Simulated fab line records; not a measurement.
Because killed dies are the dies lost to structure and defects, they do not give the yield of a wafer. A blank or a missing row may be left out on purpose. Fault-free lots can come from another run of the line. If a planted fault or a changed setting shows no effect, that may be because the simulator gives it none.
fab line records    flow sky130    part 2 of 2: steps 23 to 32 of 32
record: lots: 5  wafers: 15  last_day: 49
route steps=708 shown VIA4@654 METAL5@661 PASSIVATION@681
lots that met no fault: taken from a fault-free run of the same line
start_h: start of the lot's first displayed wafer, in hours after the record's first day    wait_h: hours since the lot's step before    " the same as in the row above    L1.1+2: a single row standing in for several wafers    - no value, or no start given    * or withheld: withheld    < > ~ a bound
route shown NAME@n: NAME is a module with steps in the file, n the number in the route of the first one    usual: mean and standard deviation over wafers with no fault    same: alike in all rows    chamber/n: place in a boat    sites: the reading at each site    _std_site: the standard deviation of these    _edge_site: inner sites' mean taken away from outer sites' mean    radius_mm: for every site, how far away it sits from the centre of the wafer    mask NAME#n: copy n    behind: the tool/chamber that last shaped the wafer    hold: reason for holding the lot/hours on hold/outcome of the hold    device: transistor that didn't switch, given as n, p or np    end of line: the tests these same wafers got at the end of their route    where a step has no rows: the recipe by itself    killed: count of dies lost to structure and defects at first sort (not the wafer's yield)    map: a wafer's dies, x killed, . not, _ none there
set.NAME: the setting the step ran with; set.NAME@STEP: the setting that earlier step ran with    model.NAME: the simulator's own value behind a step, which no gauge read
lots at selected steps of the route; one table per step, one row per wafer
services: from which hour (start_h, from the record's first day; less than 0 if before it) a tool's chamber was out of use, for how many hours, and why
== steps ==
step: SKY_METAL5_METAL_ETCH_15
recipe: target_depth_a: 12600  stop_on: SiO2  over_etch_frac: 0.2  time_s: 252  chemistry: Cl2/BCl3  resist_sidewall_deg: 86  pressure_mtorr: 10  icp_w: 900  bias_w: 48.5  Cl2_flow_sccm: 60  bcl3_flow_sccm: 30
usual: chamber_pressure_mTorr: 10.001/0.0091  drypump_motor_current_A: 5.9/0.58  he_backside_leak_sccm: 3.5/0.3  mfc_cl2_sccm: 59.99/0.19  oes_product_au: 0.894/0.0051  rf_fwd_power_W: 898/3  throttle_valve_pct: 22.264/0.009
lot.wafer  tool          chamber  start_h  wait_h  chamber_pressure_mTorr  drypump_motor_current_A  he_backside_leak_sccm  mfc_cl2_sccm  oes_product_au  rf_fwd_power_W  rf_hours_counter_h  throttle_valve_pct
L080.1     rie_metal-01  0        1066.98  0.1     10.000                  5.4                      3.6                    59.93         0.896           898             18                  22.260
L080.2     "             0        "        "       10.001                  5.4                      3.6                    59.93         0.899           898             -                   22.265
L080.5     "             0        "        "       9.998                   5.4                      3.4                    59.89         0.893           894             -                   22.259
L079.1     rie_metal-03  1        1070.09  0.0     9.992                   5.0                      3.5                    60.07         0.894           898             15                  22.249
L079.3     "             1        "        "       10.004                  5.0                      3.6                    60.02         0.894           901             -                   22.267
L079.5     "             0        "        "       10.013                  6.4                      3.5                    59.95         0.898           896             -                   22.274
L081.1     rie_metal-01  1        1086.59  0.0     10.002                  6.6                      3.2                    59.98         0.895           901             11                  22.240
L081.2     "             0        "        "       9.997                   5.4                      3.8                    59.75         0.891           896             20                  22.278
L081.6     "             1        "        "       9.992                   6.6                      3.1                    59.70         0.889           903             -                   22.266
L090.3     rie_metal-03  0        1127.27  0.1     10.010                  6.4                      3.6                    59.58         0.888           896             -                   22.271
L090.4     "             1        "        "       9.992                   5.0                      3.5                    59.41         0.889           900             -                   22.272
L090.5     "             1        "        "       10.008                  5.0                      3.5                    59.74         0.892           893             -                   22.271
L091.3     rie_metal-03  1        1133.01  0.1     10.018                  5.0                      3.6                    60.19         0.895           899             -                   22.249
L091.4     "             0        "        "       10.005                  6.4                      3.6                    59.74         0.887           901             -                   22.256
L091.6     "             0        "        "       10.009                  6.4                      3.6                    59.96         0.905           902             -                   22.253
step: SKY_METAL5_STRIP_16
recipe: chemistry: O2/N2  power_w: 1400  pressure_mtorr: 1500  platen_temp_c: withheld  o2_flow_sccm: 3000  n2_flow_sccm: 300  overash_fraction: 0.5
usual: chamber_pressure_mTorr: 1499.9/1.3  drypump_motor_current_A: 5.8/0.43  oes_product_au: 0.710/0.0045  strip_time_to_endpoint_s: 13.11/0.17
lot.wafer  tool             chamber  start_h  wait_h  chamber_pressure_mTorr  drypump_motor_current_A  oes_product_au  rf_hours_counter_h  strip_time_to_endpoint_s
L080.1     plasma_asher-04  0        1067.45  0.4     1497.8                  6.3                      0.715           0                   13.24
L080.2     "                1        "        "       1500.6                  6.2                      0.711           0                   13.09
L080.5     "                0        "        "       1499.5                  6.3                      0.708           -                   13.08
L079.1     plasma_asher-03  0        1070.32  0.2     1501.6                  5.4                      0.709           58                  13.23
L079.3     "                0        "        "       1501.2                  5.5                      0.704           -                   13.23
L079.5     "                0        "        "       1500.3                  5.5                      0.716           -                   12.79
L081.1     plasma_asher-03  1        1086.82  0.2     1501.9                  5.8                      0.711           60                  12.90
L081.2     "                0        "        "       1500.2                  5.4                      0.710           60                  13.18
L081.6     "                0        "        "       1497.7                  5.4                      0.716           -                   13.00
L090.3     plasma_asher-03  0        1127.46  0.1     1499.5                  5.5                      0.712           -                   12.81
L090.4     "                1        "        "       1499.6                  5.8                      0.704           -                   13.23
L090.5     "                1        "        "       1498.4                  5.8                      0.706           -                   13.22
L091.3     plasma_asher-03  1        1133.20  0.1     1499.1                  5.9                      0.705           -                   13.34
L091.4     "                0        "        "       1500.3                  5.5                      0.709           -                   12.87
L091.6     "                1        "        "       1500.4                  5.8                      0.715           -                   13.02
step: SKY_METAL5_STRIP_17
recipe: chemistry: post_etch_residue_remover  time_s: 1200  temp_c: 72.5
usual: temp_c: 72.49/0.11
lot.wafer  tool          chamber  start_h  wait_h  temp_c
L080.1     wet_bench-04  3        1067.55  0.1     72.59
L080.2     "             3        "        "       72.51
L080.5     "             3        "        "       72.44
L079.1     wet_bench-02  1        1070.42  0.1     72.62
L079.3     "             1        "        "       72.27
L079.5     "             1        "        "       72.57
L081.1     wet_bench-02  1        1086.92  0.1     72.40
L081.2     "             1        "        "       72.56
L081.6     "             1        "        "       72.46
L090.3     wet_bench-03  3        1127.53  0.0     72.57
L090.4     "             3        "        "       72.45
L090.5     "             3        "        "       72.55
L091.3     wet_bench-04  3        1133.26  0.0     72.40
L091.4     "             3        "        "       72.37
L091.6     "             3        "        "       72.38
step: SKY_METAL5_CLEAN_18
recipe: chemistry: IPA  time_s: 180  temp_c: 25
usual: temp_c: 24.99/0.12
lot.wafer  tool          chamber  start_h  wait_h  temp_c
L080.1     wet_bench-02  2        1067.90  0.0     25.07
L080.2     "             2        "        "       25.16
L080.5     "             2        "        "       25.15
L079.1     wet_bench-03  0        1070.77  0.0     25.01
L079.3     "             0        "        "       25.04
L079.5     "             0        "        "       24.98
L081.1     wet_bench-03  3        1087.27  0.0     25.11
L081.2     "             3        "        "       25.18
L081.6     "             3        "        "       25.17
L090.3     wet_bench-02  0        1127.87  0.0     25.14
L090.4     "             0        "        "       25.04
L090.5     "             0        "        "       25.00
L091.3     wet_bench-02  0        1133.61  0.0     25.05
L091.4     "             0        "        "       24.89
L091.6     "             0        "        "       25.02
step: SKY_METAL5_CLEAN_19
recipe: chemistry: O3/DIW  dry: n2_spin
lot.wafer   tool          chamber  start_h  wait_h
L080.1+2+5  wet_bench-02  1        1067.95  0.0
L079.1+3+5  wet_bench-04  0        1070.82  0.0
L081.1+2+6  wet_bench-03  3        1087.32  0.0
L090.3+4+5  wet_bench-04  3        1127.93  0.0
L091.3+4+6  wet_bench-04  1        1133.66  0.0
step: SKY_PASSIVATION_CVD_00
recipe: material: SiO2  target_thk_nm: 90  temp_c: 400  time_s: withheld  rf_w: 600
usual: heater_power_w: 645/89  rf_fwd_power_W: 586.9/3
lot.wafer  tool      chamber  start_h  wait_h  heater_power_w  rf_fwd_power_W
L080.1     pecvd-01  2        1068.05  0.0     538             585.5
L080.2     "         0        "        "       705             582.8
L080.5     "         0        "        "       698             583.8
L079.1     pecvd-01  0        1070.92  0.0     567             585.0
L079.3     "         2        "        "       574             582.9
L079.5     "         0        "        "       561             588.2
L081.1     pecvd-03  0        1087.42  0.0     630             582.3
L081.2     "         2        "        "       647             589.8
L081.6     "         2        "        "       683             587.3
L090.3     pecvd-03  2        1128.03  0.0     577             587.5
L090.4     "         2        "        "       595             589.4
L090.5     "         1        "        "       864             586.2
L091.3     pecvd-01  1        1133.76  0.0     723             587.9
L091.4     "         1        "        "       744             590.6
L091.6     "         0        "        "       609             584.9
step: SKY_PASSIVATION_THK_MEAS_01
recipe: reads: SiO2_of_PASSIVATION_CVD_00
usual: PASSIVATION_CVD_00_THK: 89.8/1.2
lot.wafer  tool           chamber  start_h  wait_h  PASSIVATION_CVD_00_THK[nm]
L080.1     film_metro-04  -        1068.07  -       89.3
L080.2     "              -        "        "       88.9
L080.5     "              -        "        "       89.8
L079.1     film_metro-01  -        1070.94  -       89.1
L079.3     "              -        "        "       89.7
L079.5     "              -        "        "       90.3
L081.1     film_metro-01  -        1087.45  -       87.5
L081.2     "              -        "        "       88.5
L081.6     "              -        "        "       91.3
L090.3     film_metro-02  -        1128.08  -       89.1
L090.4     "              -        "        "       91.7
L090.5     "              -        "        "       89.1
L091.3     film_metro-02  -        1133.80  -       89.5
L091.4     "              -        "        "       90.3
L091.6     "              -        "        "       89.1
step: SKY_PASSIVATION_CVD_02
recipe: material: Si3N4  target_thk_nm: 540  temp_c: 400  time_s: withheld  rf_w: 450
usual: heater_power_w: 670/71  rf_fwd_power_W: 449.0/1.4
lot.wafer  tool      chamber  start_h  wait_h  heater_power_w  rf_fwd_power_W
L080.1     pecvd-02  0        1068.13  0.1     684             449.2
L080.2     "         2        "        "       680             449.8
L080.5     "         0        "        "       697             449.7
L079.1     pecvd-03  2        1071.00  0.1     633             448.6
L079.3     "         0        "        "       705             449.6
L079.5     "         0        "        "       560             450.7
L081.1     pecvd-01  2        1087.51  0.1     607             450.0
L081.2     "         0        "        "       650             450.7
L081.6     "         2        "        "       624             447.8
L090.3     pecvd-02  0        1128.12  0.0     669             450.3
L090.4     "         0        "        "       535             449.1
L090.5     "         2        "        "       703             447.9
L091.3     pecvd-03  2        1133.84  0.0     749             452.0
L091.4     "         1        "        "       890             451.1
L091.6     "         2        "        "       770             450.0
step: SKY_PASSIVATION_THK_MEAS_03
recipe: reads: Si3N4_of_PASSIVATION_CVD_02
usual: PASSIVATION_CVD_02_THK: 537/6.7
lot.wafer  tool           chamber  start_h  wait_h  PASSIVATION_CVD_02_THK[nm]
L080.1     film_metro-04  -        1068.35  -       533
L080.2     "              -        "        "       537
L080.5     "              -        "        "       543
L079.1     film_metro-01  -        1071.34  -       534
L079.3     "              -        "        "       543
L079.5     "              -        "        "       548
L081.1     film_metro-02  -        1087.73  -       537
L081.2     "              -        "        "       542
L081.6     "              -        "        "       547
L090.3     film_metro-04  -        1128.36  -       538
L090.4     "              -        "        "       538
L090.5     "              -        "        "       536
L091.3     film_metro-04  -        1134.08  -       530
L091.4     "              -        "        "       541
L091.6     "              -        "        "       538
step: SKY_PASSIVATION_DEHYDRATE_04
recipe: temp_c: 200  time_s: 60
lot.wafer   tool            chamber  start_h  wait_h
L080.1+2+5  litho_track-03  0        1078.14  9.8
L079.1+3+5  litho_track-02  0        1081.26  9.9
L081.1+2+6  litho_track-02  0        1096.71  9.0
L090.3+4+5  litho_track-03  0        1137.69  9.3
L091.3+4+6  litho_track-04  0        1142.78  8.7
== services ==
tool              chamber  start_h  hours  kind
iline_stepper-01  -        1029.20  1.7    pm
pecvd-02          1        1031.80  4.6    repair
rie_metal-01      -        1038.43  0.6    repair
cmp-02            -        1039.52  1.0    repair
pvd_sputter-02    -        1040.11  1.9    repair
plasma_asher-04   -        1050.82  2.6    repair
pecvd-03          1        1051.47  72.3   repair
cmp-02            -        1053.24  7.1    pm
pecvd-02          -        1053.34  1.1    repair
plasma_asher-04   -        1055.25  9.0    pm
rie_metal-01      1        1058.09  25.6   repair
cvd_w-01          -        1076.81  2.7    repair
pecvd-02          -        1076.95  5.5    pm
cmp-01            -        1084.15  4.0    pm
wet_bench-03      -        1087.96  2.7    repair
cvd_w-02          -        1097.60  1.1    repair
pecvd-02          0        1102.87  2.9    repair
pecvd-01          -        1105.42  2.4    repair
cvd_w-02          1        1110.43  2.1    repair
cmp-01            -        1114.22  2.3    repair
iline_stepper-02  -        1114.97  1.7    pm
pvd_sputter-01    -        1122.18  3.7    repair
rie_metal-03      -        1129.91  0.7    repair
cmp-01            -        1134.70  11.6   repair
